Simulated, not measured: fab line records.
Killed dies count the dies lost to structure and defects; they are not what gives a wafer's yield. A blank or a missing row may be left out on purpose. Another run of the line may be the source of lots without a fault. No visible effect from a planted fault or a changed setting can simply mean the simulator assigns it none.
fab line records | flow sfqLine
record: lots: 6 wafers: 18 lastDay: 94
route steps=325 shown I6@266
lots that met no fault: from a run of the same line without faults
startH: hours from the record's first day to the start of the lot's first wafer shown | waitH: hours since the lot's step before | " as in the row above | L1.1+2: several wafers, shown together as one row | - no value present, or no start provided | * or withheld: withheld | < > ~ a bound
route shown NAME@n: NAME is a module with steps in the file, n the number in the route of the first one | usual: mean/standard deviation taken from wafers without a fault | same: alike in all rows | chamber/n: place in a boat | sites: per-site readings | _std_site: standard deviation across them | _edge_site: the outer-site mean with the inner-site mean subtracted | radiusMm: how far each site lies from the wafer's centre | mask NAME#n: copy n | behind: the most recent tool/chamber to have shaped the wafer | hold: why the lot was held/for how many hours/how that ended | device: the transistor (n, p or np) that didn't switch | end of line: the same wafers' tests at the end of the route | for a step that has no rows: nothing shown but its recipe | killed: count of dies lost to structure and defects at first sort (not the wafer's yield) | map: dies across one wafer; x = killed, . = not, _ = none there
set.NAME: the run value of the setting; set.NAME@STEP: its run value at that earlier step | model.NAME: the simulator's own value behind a step, which no gauge read
certain route steps with their lots: each step a table, each wafer a row
services: a tool's chamber out of use, with start hour (startH, from the record's first day; less than 0 if before it), hours out, and reason
== steps ==
step: SFQ_TRILAYER_I6_DEP_PECVD_165
recipe: material: SiO2 tempC: 150 timeS: 111.11 pressureTorr: 2.4 rfW: 183.3 precursor: SiH4/N2O targetThkNm: 500
usual: heaterPowerW: 90/18 susceptorTempC: 149.99/0.15 throttleValvePct: 24.5/1.6
columns lot.wafer tool chamber startH waitH heaterPowerW susceptorTempC throttleValvePct
L210.1 pecvd-03 1 1742.43 0.0 90 150.20 22.8
L210.5 " 1 " " 95 149.91 22.9
L210.6 " 2 " " 95 150.03 21.7
L214.1 pecvd-04 1 1786.82 0.0 123 150.00 24.9
L214.2 " 0 " " 76 149.99 26.8
L214.5 " 1 " " 125 149.60 24.7
L219.2 pecvd-01 1 1807.99 0.0 96 150.08 23.6
L219.5 " 0 " " 81 150.26 26.6
L219.6 " 2 " " 74 149.78 23.6
L221.3 pecvd-03 0 1925.32 0.0 69 150.15 23.0
L221.5 " 0 " " 53 150.15 22.9
L221.6 " 1 " " 96 150.25 23.2
L223.2 pecvd-04 1 1937.29 0.0 135 150.26 24.6
L223.3 " 2 " " 96 150.16 25.7
L223.6 " 2 " " 94 150.08 25.7
L226.3 pecvd-04 2 1969.69 0.0 91 150.03 25.7
L226.4 " 2 " " 95 150.02 25.6
L226.5 " 1 " " 113 149.73 25.1
step: SFQ_TRILAYER_I6_CMP_CMP_166
recipe: material: SiO2 downForcePsi: 3 platenRpm: 60 padVelocityMS: 0.94248
usual: motorCurrentA: 10.1/0.97 retainingRingPressureFrac: 1.000/0.0045 timeToEndpointS: 216/7
columns lot.wafer tool chamber startH waitH motorCurrentA retainingRingPressureFrac timeToEndpointS
L210.1 cmp-01 2 1744.01 1.5 10.7 1.005 210
L210.6 " 3 " " 10.2 0.993 223
L210.5 " 0 " " 9.9 0.993 227
L214.1 cmp-01 2 1786.90 0.0 11.4 1.001 210
L214.2 " 3 " " 10.0 1.004 212
L214.5 " 2 1788.90 2.0 10.3 1.006 217
L219.2 cmp-01 1 1812.42 4.4 9.5 0.997 223
L219.5 " 3 1813.42 5.4 9.9 0.994 223
L219.6 " 0 " " 9.7 0.997 229
L221.3 cmp-02 0 1927.47 2.1 9.0 0.995 212
L221.6 " 1 " " 11.6 1.006 213
L221.5 " 2 " " 11.6 0.992 218
L223.2 cmp-01 3 1937.37 0.0 10.1 1.004 206
L223.3 " 2 1938.87 1.5 10.9 1.003 208
L223.6 " 3 " " 10.6 1.008 218
L226.4 cmp-02 1 1970.27 0.5 11.5 0.998 217
L226.3 " 2 " " 10.7 0.998 213
L226.5 " 1 1972.27 2.5 11.6 1.005 209
step: SFQ_I6_BOW_MEAS_941
recipe: mode: bow
usual: I6_BOW: 7/12
columns lot.wafer tool chamber startH waitH I6_BOW[um]
L210.1 filmMetro-01 - 1745.51 1.0 1
L210.5 " - " " 12
L210.6 " - " " 21
L214.1 filmMetro-03 - 1789.90 2.5 7
L214.2 " - " " 15
L214.5 " - " " 29
L219.2 filmMetro-04 - 1814.44 1.5 6
L219.5 " - " " 7
L219.6 " - " " 6
L221.3 filmMetro-01 - 1929.01 1.0 39
L221.5 " - " " 34
L221.6 " - " " 30
L223.2 filmMetro-04 - 1940.39 2.5 3
L223.3 " - " " 4
L223.6 " - " " -4
L226.3 filmMetro-01 - 1972.81 1.5 15
L226.4 " - " " 12
L226.5 " - " " 23
step: SFQ_TRILAYER_I6_METRO_MEASURE_167
usual: thkNm: 200.1/0.93
columns lot.wafer tool chamber startH waitH thkNm
L210.1 filmMetro-01 - 1745.63 0.1 199.3
L210.5 " - " " 200.5
L210.6 " - " " 199.8
L214.1 filmMetro-03 - 1790.02 0.1 200.6
L214.2 " - " " 201.4
L214.5 " - " " 200.4
L219.2 filmMetro-04 - 1814.74 0.3 200.2
L219.5 " - " " 201.0
L219.6 " - " " 201.8
L221.3 filmMetro-01 - 1929.49 0.5 200.8
L221.5 " - " " 199.5
L221.6 " - " " 198.7
L223.2 filmMetro-04 - 1940.69 0.3 200.6
L223.3 " - " " 199.2
L223.6 " - " " 200.2
L226.3 filmMetro-01 - 1973.29 0.5 200.8
L226.4 " - " " 200.9
L226.5 " - " " 199.9
step: SFQ_TRILAYER_I6_VIA_LITHO_COAT_174
recipe: resist: BARC spinRpm: 3000 resistThkNm: 62
step: SFQ_TRILAYER_I6_VIA_LITHO_COAT_169
recipe: resist: KrF spinRpm: 3000 resistThkNm: 650
step: SFQ_TRILAYER_I6_VIA_LITHO_SOFTBAKE_173
recipe: tempC: withheld timeS: withheld resist: KrF
step: SFQ_TRILAYER_I6_VIA_LITHO_EXPOSE_170
recipe: maskId: I6 na: 0.6 sourceShape: conventional sigmaOuter: 0.65 targetCdNm: 700 doseMj: 21.3
step: SFQ_TRILAYER_I6_VIA_LITHO_PEB_172
recipe: pebTempC: 115 pebTimeS: 60 resist: KrF
step: SFQ_TRILAYER_I6_VIA_LITHO_DEVELOP_171
recipe: timeS: 60 resist: KrF
step: SFQ_I6_OVL_MEAS_942
usual: I6_OVL: 2/6.9
columns lot.wafer tool chamber startH waitH I6_OVL[nm]
L210.1 overlay-01 - 1859.82 0.1 -3
L210.5 " - " " -2
L210.6 " - " " -1
L214.1 overlay-02 - 1887.42 0.1 13
L214.2 " - " " -5
L214.5 " - " " 8
L219.2 overlay-02 - 1912.30 0.1 0
L219.5 " - " " -9
L219.6 " - " " -1
L221.3 overlay-02 - 1932.55 0.1 8
L221.5 " - " " 6
L221.6 " - " " 10
L223.2 overlay-01 - 1944.32 0.1 1
L223.3 " - " " 4
L223.6 " - " " 10
L226.3 overlay-01 - 1976.35 0.1 8
L226.4 " - " " 10
L226.5 " - " " 6
step: SFQ_TRILAYER_I6_VIA_BARC_OPEN_VIA_ETCH_235
recipe: maskMaterial: PR chemistry: O2 targetDepthNm: 125 target: BARC sourceW: 500 biasW: 80 pressureMtorr: 30 timeS: 43.26
usual: drypumpMotorCurrentA: 6.0/0.38 oesProductAu: 0.681/0.0048
columns lot.wafer tool chamber startH waitH drypumpMotorCurrentA oesProductAu rfHoursCounterH
L210.1 rieDiel-04 3 1859.85 0.0 5.6 0.680 7
L210.5 " 1 " " 5.3 0.682 -
L210.6 " 0 " " 6.0 0.685 -
L214.1 rieDiel-03 0 1887.45 0.0 6.4 0.686 14
L214.2 " 2 " " 6.5 0.677 15
L214.5 " 3 " " 6.2 0.678 -
L219.2 rieDiel-04 3 1912.33 0.0 5.6 0.690 8
L219.5 " 3 " " 5.6 0.682 -
L219.6 " 2 " " 6.2 0.682 -
L221.3 rieDiel-04 2 1932.57 0.0 6.2 0.679 1
L221.5 " 0 " " 6.0 0.685 -
L221.6 " 1 " " 5.3 0.685 -
L223.2 rieDiel-03 2 1944.35 0.0 6.5 0.685 16
L223.3 " 1 " " 5.5 0.678 0
L223.6 " 0 " " 6.4 0.682 -
L226.3 rieDiel-02 1 1976.37 0.0 5.7 0.685 7
L226.4 " 0 " " 6.1 0.692 3
L226.5 " 1 " " 5.7 0.680 -
step: SFQ_TRILAYER_I6_VIA_ETCH_VIA_ETCH_172
recipe: target: SiO2 stopOn: Nb maskMaterial: PR taperDeg: 20 chemistry: CHF3 targetDepthNm: 260 sourceW: 500 biasW: 80 pressureMtorr: 30 timeS: withheld
usual: biasW: 79.99/0.25 drypumpMotorCurrentA: 6.0/0.38 oesProductAu: 0.854/0.0051
columns lot.wafer tool chamber startH waitH biasW drypumpMotorCurrentA oesProductAu
L210.1 rieDiel-04 3 1859.89 0.0 79.96 5.5 0.854
L210.5 " 1 " " 79.84 5.3 0.854
L210.6 " 0 " " 80.15 6.0 0.857
L214.1 rieDiel-03 0 1887.49 0.0 79.83 6.4 0.856
L214.2 " 2 " " 80.03 6.5 0.852
L214.5 " 3 " " 80.08 6.2 0.853
L219.2 rieDiel-04 3 1912.37 0.0 83.89 5.6 0.854
L219.5 " 3 " " 84.17 5.6 0.862
L219.6 " 2 " " 84.60 6.2 0.862
L221.3 rieDiel-04 2 1932.61 0.0 84.52 6.2 0.851
L221.5 " 0 " " 84.14 6.0 0.862
L221.6 " 1 " " 84.51 5.3 0.848
L223.2 rieDiel-03 2 1944.39 0.0 80.01 6.5 0.853
L223.3 " 1 " " 80.08 5.4 0.847
L223.6 " 0 " " 80.30 6.4 0.849
L226.3 rieDiel-02 1 1976.41 0.0 79.66 5.7 0.857
L226.4 " 0 " " 80.21 6.1 0.861
L226.5 " 1 " " 79.76 5.7 0.858
step: SFQ_TRILAYER_I6_VIA_STRIP_STRIP_173
recipe: gas: O2 powerW: 200 platenTempC: 40 overashFraction: 0.65 chemistry: O2 pressureMtorr: 50
usual: drypumpMotorCurrentA: 6.0/0.33 oesProductAu: 0.997/0.0075
columns lot.wafer tool chamber startH waitH drypumpMotorCurrentA oesProductAu rfHoursCounterH
L210.1 rieMetal-03 1 1860.01 - 5.8 0.995 8
L210.5 " 0 " " 6.3 1.001 -
L210.6 " 1 " " 5.8 0.992 -
L214.1 rieMetal-02 0 1887.61 - 5.5 1.003 72
L214.2 " 1 " " 6.0 0.995 25
L214.5 " 1 " " 6.0 0.996 -
L219.2 rieMetal-04 0 1912.48 - 5.7 0.992 106
L219.5 " 0 " " 5.7 0.988 -
L219.6 " 1 " " 6.4 1.004 -
L221.3 rieMetal-04 1 1932.93 - 6.4 0.990 -
L221.5 " 1 " " 6.4 1.007 -
L221.6 " 0 " " 5.7 0.992 -
L223.2 rieMetal-04 1 1944.50 - 6.4 1.002 74
L223.3 " 0 " " 5.7 0.990 -
L223.6 " 0 " " 5.7 0.998 -
L226.3 rieMetal-04 0 1976.73 - 5.7 1.001 -
L226.4 " 1 " " 6.3 0.999 -
L226.5 " 1 " " 6.4 0.990 -
== services ==
columns tool chamber startH hours kind
pecvd-04 2 1724.29 29.3 repair
cmp-01 - 1727.22 2.5 repair
rieDiel-02 1 1733.08 4.8 repair
cmp-02 - 1736.11 17.8 repair
rieDiel-04 1 1748.40 19.6 repair
rieDiel-03 - 1752.95 0.3 repair
cmp-01 - 1768.37 4.0 pm
rieDiel-04 1 1769.67 5.1 repair
filmMetro-01 - 1801.70 0.6 pm
rieDiel-03 - 1832.42 0.4 repair
rieDiel-03 1 1842.24 1.8 repair
filmMetro-01 - 1862.45 0.4 pm
rieDiel-03 1 1863.77 3.5 repair
cmp-01 - 1867.54 3.7 repair
filmMetro-01 - 1868.90 27.6 repair
rieDiel-04 0 1869.19 2.8 repair
rieDiel-03 2 1871.99 2.0 repair
filmMetro-01 - 1938.99 0.5 pm
rieMetal-04 - 1940.87 0.6 repair
rieDiel-03 0 1941.48 1.9 repair
rieMetal-04 - 1942.94 0.1 repair
filmMetro-01 - 1945.16 0.4 pm
rieDiel-03 2 1956.04 7.9 repair
rieMetal-04 - 1965.90 2.8 pm
== key ==
firstSign: step: SFQ_TRILAYER_I6_VIA_ETCH_VIA_ETCH_172 reading: biasW direction: up sigmas: 18 usual: 79.99 struck: 84.31
effect none on later readings
metAt SFQ_TRILAYER_I6_VIA_ETCH_VIA_ETCH_172
struckWafers L219.2,L219.5,L219.6,L221.3,L221.5,L221.6
onsetBetween 1859.89 1912.37
fault: kind: processParameterDrift tool: rieDiel-04 chamber: - onsetH: 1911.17 steps: SFQ_TRILAYER_I6_VIA_ETCH_VIA_ETCH_172 channel: biasW offset: 4.4185 shape: step endH: 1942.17 actsIn: theseRecipesOnly stated: 80
